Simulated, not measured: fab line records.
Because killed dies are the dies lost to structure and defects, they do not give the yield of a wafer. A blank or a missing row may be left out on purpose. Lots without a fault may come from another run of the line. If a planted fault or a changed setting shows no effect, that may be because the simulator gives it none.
Which tool was responsible? ; flow sky130 ; 24 lots, 72 wafers sampled, at 2 steps of a route of 708

== WHAT THE GAUGES READ, wafer by wafer ==
SKY_POLY_GATE_THK_MEAS_01. Usual: POLY_GATE_CVD_00_THK gives 180.3 nm (standard deviation 1.4).
lot;measured;on;POLY_GATE_CVD_00_THK (nm);flag
L074;day 13 23:25;film-metro-04;179.4 181.0 179.3;
L075;day 14 08:54;film-metro-04;182.0 180.7 179.6;
L076;day 14 17:23;film-metro-04;181.7 180.6 182.0;
L077;day 15 05:16;film-metro-02;182.5 181.2 180.8;
L078;day 15 11:32;film-metro-02;180.8 183.9 182.3;
L079;day 15 20:14;film-metro-04;181.6 180.4 181.0;
L080;day 16 07:34;film-metro-01;181.8 181.7 181.1;
L081;day 16 15:39;film-metro-02;179.4 179.2 179.5;
L082;day 16 20:47;film-metro-02;183.0 181.6 180.6;
L083;day 16 21:59;film-metro-04;181.7 182.2 181.2;
L084;day 17 11:02;film-metro-01;181.2 180.4 181.7;
L086;day 18 01:27;film-metro-04;179.1 178.6 179.4;
L085;day 18 01:28;film-metro-02;176.8 178.5 179.7;
L087;day 18 10:34;film-metro-02;179.5 178.9 180.2;
L088;day 19 04:11;film-metro-04;181.3 181.7 181.4;
L089;day 19 10:36;film-metro-02;179.8 178.8 179.3;
L091;day 19 22:48;film-metro-01;178.7 177.3 179.7;
L090;day 19 22:49;film-metro-04;180.6 180.1 178.8;
L092;day 20 04:12;film-metro-01;180.7 179.5 179.3;
L093;day 20 16:41;film-metro-04;178.7 178.3 180.0;
L094;day 21 03:43;film-metro-02;180.2 180.5 180.6;
L095;day 21 15:00;film-metro-04;179.2 180.2 180.1;
L096;day 21 22:37;film-metro-02;179.8 180.9 179.3;
L097;day 22 10:00;film-metro-02;179.9 180.2 181.3;

SKY_SD_P_CD_MEAS_07: target cd 380 nm. Usual: cd-nm reads 379.3 nm (standard deviation 2.7).
lot;measured;on;cd-nm (nm);flag
L074;day 25 09:40;cd-sem-02;378.3 377.9 378.6;
L075;day 25 22:16;cd-sem-02;381.8 379.8 378.9;
L076;day 26 05:04;cd-sem-02;381.7 378.4 376.4;
L077;day 26 21:52;cd-sem-01;377.8 375.4 375.4;
L078;day 27 00:38;cd-sem-01;384.8 382.4 383.7;
L079;day 27 09:12;cd-sem-01;383.9 383.8 379.4;
L080;day 27 19:13;cd-sem-01;382.9 384.3 381.5;
L081;day 28 03:55;cd-sem-01;382.2 379.9 381.3;
L082;day 28 06:58;cd-sem-02;380.2 380.9 383.9;
L083;day 28 13:21;cd-sem-01;377.8 378.6 376.4;
L084;day 29 00:56;cd-sem-01;378.8 378.6 375.4;
L086;day 29 15:40;cd-sem-02;379.3 379.1 380.2;
L085;day 29 13:58;cd-sem-02;379.4 377.6 378.8;
L087;day 29 22:35;cd-sem-01;382.7 381.8 382.8;
L088;day 30 13:43;cd-sem-02;379.5 378.6 378.0;
L089;day 30 18:59;cd-sem-02;373.5 375.2 374.1;
L091;day 31 08:22;cd-sem-01;376.8 375.9 377.8;
L090;day 31 06:38;cd-sem-02;376.4 376.1 374.3;
L092;day 31 10:26;cd-sem-01;380.4 385.1 382.3;
L093;day 31 22:25;cd-sem-02;380.3 379.4 379.4;
L094;day 32 08:35;cd-sem-02;374.6 375.5 377.7;
L095;day 32 19:08;cd-sem-02;377.2 379.7 380.0;
L096;day 33 00:28;cd-sem-02;379.6 379.9 380.7;
L097;day 33 14:13;cd-sem-02;377.2 377.3 379.7;

== EACH LOT AND THE TOOL THAT RAN IT (in order: tool; ch and the chambers of the sampled wafers; start) ==
There is no process step in the record ahead of these readings.

== WHAT THE TOOLS THEMSELVES READ (means of the sampled wafers that have a number; where no wafer has one, the mark that the record gives instead) ==
The record holds no such reading with a usual standard deviation.

== THE ANSWER, worked out from the rows above alone ==
Rule: lot off if the mean of its wafers having a number is beyond 3 standard deviations from the usual mean. Also off: a lot with no number at a reading for which 4 or more lots have one. The other lots that the step has rows for count as sound. Order of review: gauges by route order, followed by the tools' own readings, for which a lot's mean as printed above is used. The first step at which some lot is off is used, and at that step the reading that is off furthest; a lot without a number counts as furthest.
None of the lots is off at any reading shown; this tells nothing.

== WHAT THE SIMULATOR PUT IN ==
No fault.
